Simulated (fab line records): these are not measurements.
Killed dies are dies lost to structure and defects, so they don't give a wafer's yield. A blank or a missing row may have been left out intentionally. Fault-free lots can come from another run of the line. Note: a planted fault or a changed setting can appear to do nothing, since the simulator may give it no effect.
Struck lot and sound lot, side by side	flow sky130	42 out of 708 route steps
Sound: wafers L310.1, L310.4, L310.6. Struck: wafers L324.1, L324.5. (L324.3 of the same lot was not struck and is left out.) The cause comes at the end.
Order at every step that has rows: each side's tool, ch and its chambers, its first start. Under that, the readings that differ: sound wafers	struck wafers	difference of the means	sigmas: that difference in standard deviations of wafers without a fault.
alike: readings whose means differ by less than 2 such deviations, and words and numbers that are the same on both sides. not compared: withheld readings, readings that some wafer has no value for, bounds like >300 that may hide the same value, and numbers for which the record gives no deviation and whose values overlap.
Wherever a step has rows on one side only, a row that says differs or no value, or a row with sigmas, the two part there. Numbers that have no deviation but don't overlap get no sigmas and don't part them. Lack of a reading on every wafer of one side parts them only where that side has two or more wafers.

SKY_PWDE_TW_MEAS_10:
  sound on film_metro-04 at day 4 17:58; struck on film_metro-01 at day 7 21:05
  alike: PWDE_TW
then, 7 steps without rows for these wafers: SKY_NWELL_DEHYDRATE_03 (time 60 s); SKY_NWELL_HMDS_04 (prime time 60 s); SKY_NWELL_COAT_05 (resist thk 3000 nm); SKY_NWELL_SOFTBAKE_06; SKY_NWELL_EXPOSE_07 (exposes mask NWM, target cd 840 nm); SKY_NWELL_PEB_08; SKY_NWELL_DEVELOP_09 (develop time 60 s).
SKY_NWELL_OVL_MEAS_10:
  sound on overlay-01 at day 5 11:20; struck on overlay-02 at day 8 18:01
  alike: NWELL_00_OVL
then, 3 steps without rows for these wafers: SKY_NWELL_IMPLANT_11; SKY_NWELL_IMPLANT_12; SKY_NWELL_IMPLANT_13.
SKY_NWELL_STRIP_14: strips in O2/N2.
  sound on plasma_asher-01 ch 0, day 5 11:49; struck on plasma_asher-03 ch 0, day 8 18:30
reading	sound	struck	difference	sigmas
drypump_motor_current_A (A)	6.4 6.4 6.3	5.1 5.1	-1.3	-3
  alike: o2_flow_sccm, oes_product_au, strip_time_to_endpoint_s
  not compared: rf_hours_counter_h
SKY_NWELL_TW_MEAS_15:
  sound on film_metro-04 at day 5 11:55; struck on film_metro-02 at day 8 18:36
reading	sound	struck	difference	sigmas
NWELL_TW	1854 1849 1849	1780 1782	-70	-2
then, 7 steps without rows for these wafers: SKY_NWELL_DEHYDRATE_16 (time 60 s); SKY_NWELL_HMDS_17 (prime time 60 s); SKY_NWELL_COAT_18 (resist thk 3000 nm); SKY_NWELL_SOFTBAKE_19; SKY_NWELL_EXPOSE_20 (exposes mask NWM COMPLEMENT, target cd 840 nm); SKY_NWELL_PEB_21; SKY_NWELL_DEVELOP_22 (develop time 60 s).
SKY_NWELL_OVL_MEAS_23:
  sound on overlay-02 at day 6 06:51; struck on overlay-01 at day 9 14:53
  alike: NWELL_01_OVL
following that, these wafers have no rows for 1 step: SKY_NWELL_IMPLANT_24.
SKY_NWELL_STRIP_25: strips in O2/N2.
  sound on plasma_asher-03 ch 0,1, day 6 07:02; struck on plasma_asher-03 ch 0,1, day 9 15:04
  alike: drypump_motor_current_A, o2_flow_sccm, oes_product_au, strip_time_to_endpoint_s
  not compared: rf_hours_counter_h
SKY_NWELL_TW_MEAS_26:
  sound on film_metro-02 at day 6 07:08; struck on film_metro-04 at day 9 15:10
reading	sound	struck	difference	sigmas
NWELL_2_TW	485 484 482	503 504	+20	+2
then, 1 step without rows for these wafers: SKY_NWELL_CLEAN_27 (cleans in SC1/SC2, time 150 s).
SKY_NWELL_RTA_28: time 30 s.
  sound on rtp_anneal-02 ch 0, day 6 07:15; struck on rtp_anneal-01 ch 0, day 9 15:17
  alike: lamp_power_pct, ramp_down_c_per_s, wafer_temp_C_max
SKY_NWELL_RS_MEAS_29: measures by four-point-probe.
  sound on film_metro-04 at day 6 07:21; struck on film_metro-02 at day 9 15:23
reading	sound	struck	difference	sigmas
NWELL_RS (ohm/sq)	627.0 627.1 628.5	622.4 622.9	-4.9	-3
SKY_NWELL_RS_MEAS_31: measures by four-point-probe.
  sound on film_metro-04 at day 6 07:35; struck on film_metro-02 at day 9 15:37
  alike: PWDE_RS
then, 7 steps without rows for these wafers: SKY_VT_ADJUST_HVTP_DEHYDRATE_00 (time 60 s); SKY_VT_ADJUST_HVTP_HMDS_01 (prime time 60 s); SKY_VT_ADJUST_HVTP_COAT_02 (resist thk 1140 nm); SKY_VT_ADJUST_HVTP_SOFTBAKE_03 (time 60 s); SKY_VT_ADJUST_HVTP_EXPOSE_04 (exposes mask HVTPM, target cd 380 nm); SKY_VT_ADJUST_HVTP_PEB_05; SKY_VT_ADJUST_HVTP_DEVELOP_06 (develop time 60 s).
SKY_VT_ADJUST_HVTP_CD_MEAS_07 targets a cd of 380 nm.
  sound on cd_sem-01 at day 7 02:09; struck on cd_sem-01 at day 10 12:12
  alike: cd_nm
SKY_VT_ADJUST_HVTP_OVL_MEAS_08:
  sound on overlay-01 at day 7 02:16; struck on overlay-01 at day 10 12:19
  alike: VT_ADJUST_HVTP_OVL
following that, these wafers have no rows for 1 step: SKY_VT_ADJUST_HVTP_IMPLANT_09.
SKY_VT_ADJUST_HVTP_STRIP_10: strips in O2/N2.
  sound on plasma_asher-01 ch 0,1, day 7 02:27; struck on plasma_asher-02 ch 0, day 10 12:30
reading	sound	struck	difference	sigmas
strip_time_to_endpoint_s (s)	14.12 14.14 14.15	14.23 14.26	+0.11	+3
  alike: drypump_motor_current_A, o2_flow_sccm, oes_product_au
  not compared: rf_hours_counter_h
SKY_VT_ADJUST_HVTP_TW_MEAS_11:
  sound on film_metro-01 at day 7 02:33; struck on film_metro-04 at day 10 12:36
  alike: VT_ADJUST_HVTP_TW
-- a jump in the record: the struck wafers' starts before and after are 40 days apart (it breaks off in module VT_ADJUST_HVTP and resumes in module PAD_OPEN, where the first step shown is number 708 of the route) --
SKY_PAD_OPEN_PROBE_99:
  rows exist in the record for the struck wafers here (prober-01, day 50 08:09), but not for the sound ones

## WHERE THEY PART
First at SKY_NWELL_STRIP_14; last, within this record, at SKY_PAD_OPEN_PROBE_99.

WHY: whatever the simulator had introduced
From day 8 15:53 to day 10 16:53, plasma_asher-03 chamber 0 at SKY_NWELL_STRIP_14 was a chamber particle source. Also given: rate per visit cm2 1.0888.
